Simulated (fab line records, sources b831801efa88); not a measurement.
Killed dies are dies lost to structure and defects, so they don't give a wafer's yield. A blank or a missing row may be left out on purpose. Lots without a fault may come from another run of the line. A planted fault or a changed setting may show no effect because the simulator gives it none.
Chamber matching | flow gf180mcu | GF_CONTACT_CMP_27 on cmp-02: 4 sister chambers
The step polishes, stops on SiO2, t overpolish 15 s, target thk 0 nm. 20 wafers are shown with their chamber, then 10 later ones without.

WAFERS WITH THEIR CHAMBER
wafer  | chamber | motor_current_A (A) | overpolish_run_s (s) | time_to_endpoint_s (s)
L992.2 | 2       | 14.3                | 14.990               | 70
L992.4 | 3       | 10.6                | 14.995               | 72
L992.5 | 1       | 10.2                | 15.001               | 75
L994.1 | 1       | 9.9                 | 15.008               | 69
L994.3 | 0       | 10.5                | 15.007               | 70
L994.6 | 2       | 13.2                | 14.992               | 67
L995.1 | 0       | 10.9                | 15.006               | 67
L995.2 | 2       | 14.0                | 15.002               | 68
L995.5 | 1       | 10.2                | 14.996               | 75
L100.3 | 2       | 13.9                | 14.995               | 67
L100.4 | 0       | 10.7                | 14.988               | 71
L100.6 | 3       | 9.8                 | 14.990               | 72
L101.2 | 2       | 13.9                | 15.000               | 71
L101.3 | 0       | 10.6                | 15.006               | 69
L101.5 | 0       | 10.9                | 15.006               | 68
L102.1 | 1       | 10.7                | 15.007               | 75
L102.3 | 2       | 13.4                | 14.993               | 72
L102.4 | 0       | 10.3                | 15.001               | 71
L104.2 | 0       | 10.8                | 15.017               | 72
L104.3 | 2       | 13.2                | 15.003               | 75

SIGNATURES (means of the wafers above)
reading            | chamber 0 | chamber 1 | chamber 2 | chamber 3 | scatter within a chamber
motor_current_A    | 10.671    | 10.250    | 13.700    | 10.200    | 0.359
overpolish_run_s   | 15.00443  | 15.00300  | 14.99643  | 14.99250  | 0.00672
time_to_endpoint_s | 69.71     | 73.50     | 70.00     | 72.00     | 2.48
Rule: a wafer's distance from a chamber is the root of the sum, over the readings, of the square of ((its reading less the chamber's mean) divided by the reading's scatter). The wafer belongs to the nearest chamber; if the next one is less than 2 further off, it can't be placed. The scatter: the root of (the sum of the squares of (reading less its chamber's mean) over the shown wafers, divided by (wafers less chambers)).

WAFERS WITHOUT THEIR CHAMBER
wafer  | motor_current_A (A) | overpolish_run_s (s) | time_to_endpoint_s (s)
L104.5 | 10.1                | 15.012               | 79
L107.3 | 10.2                | 14.990               | 75
L107.4 | 14.0                | 15.016               | 73
L107.6 | 10.6                | 15.013               | 74
L111.3 | 9.9                 | 15.012               | 73
L111.4 | 10.2                | 15.004               | 76
L111.6 | 10.2                | 15.008               | 74
L113.1 | 13.6                | 14.994               | 72
L113.2 | 10.3                | 15.002               | 74
L113.3 | 10.7                | 14.975               | 69

WHICH CHAMBER EACH WENT THROUGH
wafer  | from the rows above          | in truth
L104.5 | can't be placed: 1 or 3 or 0 | 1
L107.3 | can't be placed: 3 or 1      | 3
L107.4 | 2                            | 2
L107.6 | can't be placed: 1 or 0 or 3 | 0
L111.3 | can't be placed: 1 or 0 or 3 | 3
L111.4 | can't be placed: 1 or 3 or 0 | 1
L111.6 | can't be placed: 1 or 0 or 3 | 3
L113.1 | 2                            | 2
L113.2 | can't be placed: 1 or 3 or 0 | 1
L113.3 | can't be placed: 3 or 0 or 1 | 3
Placed correctly: 2 of 10. Can't be placed from these rows: 8 (the true chamber is among the candidates in 8). Placed wrongly: 0.
